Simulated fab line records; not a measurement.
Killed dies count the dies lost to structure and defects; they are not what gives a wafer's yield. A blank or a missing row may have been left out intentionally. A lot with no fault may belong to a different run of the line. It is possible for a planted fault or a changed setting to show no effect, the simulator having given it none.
Comparing a struck lot with a sound one | flow sky130 | 15 steps out of a route of 708
Sound: these wafers, L859.1, L859.2, L859.3. The struck wafers were L869.1, L869.3, L869.5. The cause comes at the end.
Per side, at each step with rows, come the tool, then ch with its chambers, and then its first start. Under that, the readings that differ: sound wafers | struck wafers | difference of the means | sigmas: that difference in standard deviations of wafers without a fault.
alike: same words and numbers on both sides, and readings whose means sit less than 2 such deviations apart. not compared: any withheld reading, any reading some wafer has no value for, any bound like >300 that may hide the same value, and any number with overlapping values for which the record gives no deviation.
Wherever a step has rows on one side only, a row that says differs or no value, or a row with sigmas, the two part there. When numbers do not overlap yet have no deviation, they are printed without sigmas and do not part them. Lack of a reading on every wafer of one side parts them only where that side has two or more wafers.

first, 3 steps without rows for these wafers: SKY_VIA2_CLEAN_18 (cleans in IPA, time 180 s); SKY_VIA2_CLEAN_19 (cleans in O3/DIW); SKY_VIA2_SPUTTER_20 (material TiN, target thk 20 nm, time 80 s).
SKY_VIA2_CVD_21: deposits W, target thk 420 nm, time 126.4 s.
  sound on cvd w-02 ch 0,1, day 37 10:08; struck on cvd w-01 ch 0,1, day 40 14:26
  alike: heater power outer w, heater power w
SKY_VIA2_RS_MEAS_22: a four-point-probe measurement.
  sound on film metro-03, day 37 10:16; struck on film metro-04, day 40 14:34
  reading            | sound                | struck               | difference | sigmas
  VIA2_W_RS (ohm/sq) | 0.2726 0.2681 0.2702 | 0.2748 0.2771 0.2791 | +0.0067    | +2
SKY_VIA2_THK_MEAS_23: measures by xrf.
  sound on film metro-03, day 37 10:23; struck on film metro-04, day 40 14:41
  reading         | sound       | struck      | difference | sigmas
  VIA2_W_THK (nm) | 432 442 438 | 418 414 415 | -22        | -3
then, 2 steps without rows for these wafers: SKY_VIA2_CMP_24 (polishes, stops on SiO2, t overpolish 20 s, target thk 0 nm); SKY_METAL3_SPUTTER_00 (material Ti, target thk 15 nm, time 10 s).
SKY_METAL3_SPUTTER_01: material TiN, target thk 20 nm, time 16.7 s.
  sound on pvd sputter-01, day 37 10:46; struck on pvd sputter-04, day 40 15:19
  alike: throttle valve pct
SKY_METAL3_SPUTTER_02: material AlCu, target thk 735 nm, time 39.1 s.
  sound on pvd sputter-01, day 37 10:48; struck on pvd sputter-04, day 40 15:21
  alike: throttle valve pct
SKY_METAL3_SPUTTER_03: material Ti, target thk 5 nm, time 3.3 s.
  sound on pvd sputter-01, day 37 10:50; struck on pvd sputter-04, day 40 15:23
  alike: throttle valve pct
SKY_METAL3_SPUTTER_04: material TiN, target thk 70 nm, time 58.3 s.
  sound on pvd sputter-01, day 37 10:51; struck on pvd sputter-04, day 40 15:25
  alike: throttle valve pct
SKY_CAPM_CVD_00: deposits SiO2, target thk 15.5 nm.
  sound on pecvd-03 ch 0,1,2, day 37 10:54; struck on pecvd-01 ch 0,1,2, day 40 15:28
  reading                               | sound             | struck            | difference | sigmas
  model.SiO2_of_CAPM_CVD_00.thk nm (nm) | 15.32 15.26 15.29 | 26.15 26.32 26.47 | +11.02     |
  alike: heater power outer w, heater power w
SKY_CAPM_THK_MEAS_01:
  sound on film metro-01, day 37 10:55; struck on film metro-01, day 40 15:46
  reading              | sound             | struck            | difference | sigmas
  CAPM_CVD_00_THK (nm) | 15.34 15.29 15.36 | 26.16 26.31 26.47 | +10.98     | +50
  not compared: hold
SKY_PAD_OPEN_PROBE_99:
  sound wafers here have rows in the record (prober-02, day 46 15:19); struck ones have none

## WHERE THEY PART
Earliest at SKY_VIA2_RS_MEAS_22; latest, in this record, at SKY_PAD_OPEN_PROBE_99.

WHY: what had been put in by the simulator
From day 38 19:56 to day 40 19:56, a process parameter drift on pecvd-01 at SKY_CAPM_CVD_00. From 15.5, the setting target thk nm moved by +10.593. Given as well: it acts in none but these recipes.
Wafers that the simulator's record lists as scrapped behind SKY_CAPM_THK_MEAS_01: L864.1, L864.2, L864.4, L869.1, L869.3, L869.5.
